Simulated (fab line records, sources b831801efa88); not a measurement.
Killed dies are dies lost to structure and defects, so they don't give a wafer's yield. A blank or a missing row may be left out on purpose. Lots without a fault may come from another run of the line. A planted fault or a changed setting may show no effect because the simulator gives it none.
A struck lot beside a sound one | flow sky130 | 16 steps out of a route of 708
Sound: wafers L580.2, L580.4, L580.5. Struck: wafers L592.2, L592.5, L592.6. The cause comes at the end.
At each step with rows: each side's tool, then ch and its chambers, then its first start. Under that, the readings that differ: sound wafers | struck wafers | difference of the means | sigmas: that difference in standard deviations of wafers without a fault.
alike: readings whose means differ by less than 2 such deviations, and words and numbers that are the same on both sides. not compared: withheld readings, readings that some wafer has no value for, bounds like >300 that may hide the same value, and numbers for which the record gives no deviation and whose values overlap.
The two part at a step that has a row with sigmas, a row that says differs or no value, or rows on one side only. Numbers that don't overlap but have no deviation are shown without sigmas and don't part them. A reading that every wafer of one side lacks parts them only if that side has two wafers or more.

first, 5 steps without rows for these wafers: SKY_SONOS_TUNNEL_COAT_02 (resist thk 1140 nm); SKY_SONOS_TUNNEL_SOFTBAKE_03 (time 60 s); SKY_SONOS_TUNNEL_EXPOSE_04 (exposes mask TUNM, target cd 410 nm); SKY_SONOS_TUNNEL_PEB_05; SKY_SONOS_TUNNEL_DEVELOP_06 (develop time 60 s).
SKY_SONOS_TUNNEL_CD_MEAS_07: target cd 410 nm.
  sound on cd_sem-01, day 14 01:08; struck on cd_sem-02, day 17 20:33
  alike: cd_nm
SKY_SONOS_TUNNEL_OVL_MEAS_08:
  sound on overlay-02, day 14 01:14; struck on overlay-01, day 17 20:39
  alike: SONOS_TUNNEL_OVL
then, 3 steps without rows for these wafers: SKY_SONOS_TUNNEL_IMPLANT_09; SKY_SONOS_TUNNEL_WET_ETCH_10 (etches SiO2 in dHF, target depth 14 nm, time 280 s); SKY_SONOS_TUNNEL_STRIP_11 (strips in SPM, time 600 s).
SKY_SONOS_TUNNEL_TW_MEAS_12:
  sound on film_metro-04, day 14 01:42; struck on film_metro-02, day 17 21:06
  alike: SONOS_TUNNEL_TW
then, 1 step without rows for these wafers: SKY_SONOS_TUNNEL_CLEAN_13 (cleans in dHF, time 20 s).
SKY_SONOS_ONO_OXIDATION_00: stabilise 600 s, purge 300 s, target thk 2.6 nm.
  sound on furnace-02 ch 0, day 14 04:20; struck on furnace-01 ch 0, day 17 22:19
  reading                                          | sound             | struck               | difference | sigmas
  spike_tc_bottom_C (C)                            | 818.8 820.1 820.2 | 793.4 796.4 793.5    | -25.3      | -11
  spike_tc_centre_C (C)                            | 795.4 799.7 799.1 | 770.7 770.1 771.0    | -27.5      | -16
  spike_tc_lower_C (C)                             | 800.3 799.8 801.3 | 771.0 770.4 771.0    | -29.7      | -27
  spike_tc_top_C (C)                               | 806.6 806.3 807.6 | 782.7 780.8 780.9    | -25.4      | -8
  spike_tc_upper_C (C)                             | 798.8 801.0 800.9 | 772.7 773.1 772.4    | -27.5      | -16
  tube_center_temp_C (C)                           | 800.11 800 800.03 | 770.06 769.88 769.99 | -30.07     | -99 or more
  tube_center_temp_C_max                           | 801.9 802.0 801.9 | 772.6 772.1 772.3    | -29.6      | -82
  zone_power_centre_pct (%)                        | 15.59 16.02 15.24 | 13.83 14.09 14.02    | -1.64      | -6
  model.SiO2_of_SONOS_ONO_OXIDATION_00.thk_nm (nm) | 2.59 2.609 2.607  | 1.701 1.729 1.681    | -0.898     |
  alike: zone_power_lower_pct, zone_power_top_pct
SKY_SONOS_ONO_THK_MEAS_01:
  sound on film_metro-01, day 14 05:42; struck on film_metro-04, day 17 23:41
  reading                      | sound          | struck         | difference | sigmas
  SONOS_ONO_OXIDATION_THK (nm) | 2.57 2.59 2.60 | 1.70 1.74 1.65 | -0.89      | -17
then, 1 step without rows for these wafers: SKY_SONOS_ONO_CVD_02 (deposits Si3N4 from DCS/NH3, target thk 10.5 nm, time 180 s).
-- the record jumps here: 32 days lie between the struck wafers' starts before and after (it left off in module SONOS_ONO and takes up again in module PAD_OPEN, whose first step shown is number 708 of the route) --
SKY_PAD_OPEN_PROBE_99:
  sound on prober-01, day 48 07:04; struck on prober-02, day 50 08:20
  reading                                   | sound                   | struck                 | difference | sigmas
  model.etest.sonos_erased.drive_ua_um      | 168.7 160.9 163.4       | 206 237.6 223.7        | +58        |
  model.etest.sonos_uncharged.r_on_ohm_um   | 830 797.5 823.1         | 778.9 776.3 792.8      | -34.2      |
  model.etest.cap_ono.gate_log10_a_cm2      | -8.11 -8.162 -7.981     | -6.827 -7.006 -6.865   | +1.185     |
  model.etest.cap_ono.gate_bv_v (V)         | 16.47 16.76 16.08       | 15.27 15.35 15.2       | -1.16      |
  model.etest.cap_ono.tox_acc_nm (nm)       | 13.04 13.09 12.97       | 12.02 12.12 12.07      | -0.96      |
  model.etest.pfet_g5v0d10v5.off_log10_a_um | -12.67 -12.59 -12.51    | -11.78 -12.07 -12.22   | +0.57      |
  model.etest.sonos_erased.vt_v (V)         | -2.208 -2.172 -2.219    | -2.634 -2.642 -2.639   | -0.439     |
  model.etest.sonos_baked.vt_less_v (V)     | -0.4806 -0.4598 -0.4839 | -0.8357 -0.778 -0.8297 | -0.3397    |
  alike: killed_at_M0_to_M3, killed_at_M4_up, killed_at_contacts, killed_at_front_end, killed_at_other, killed_dies, killed_on_rim, killed_open, killed_short

WHERE THEY PART
First at SKY_SONOS_ONO_OXIDATION_00; last, within this record, at SKY_SONOS_ONO_THK_MEAS_01. Later steps at which nothing parts them and some readings are alike: SKY_PAD_OPEN_PROBE_99.

WHY: what the simulator had put in
Process parameter drift: furnace-01, from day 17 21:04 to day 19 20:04, at SKY_SONOS_ONO_OXIDATION_00. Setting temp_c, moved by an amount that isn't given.
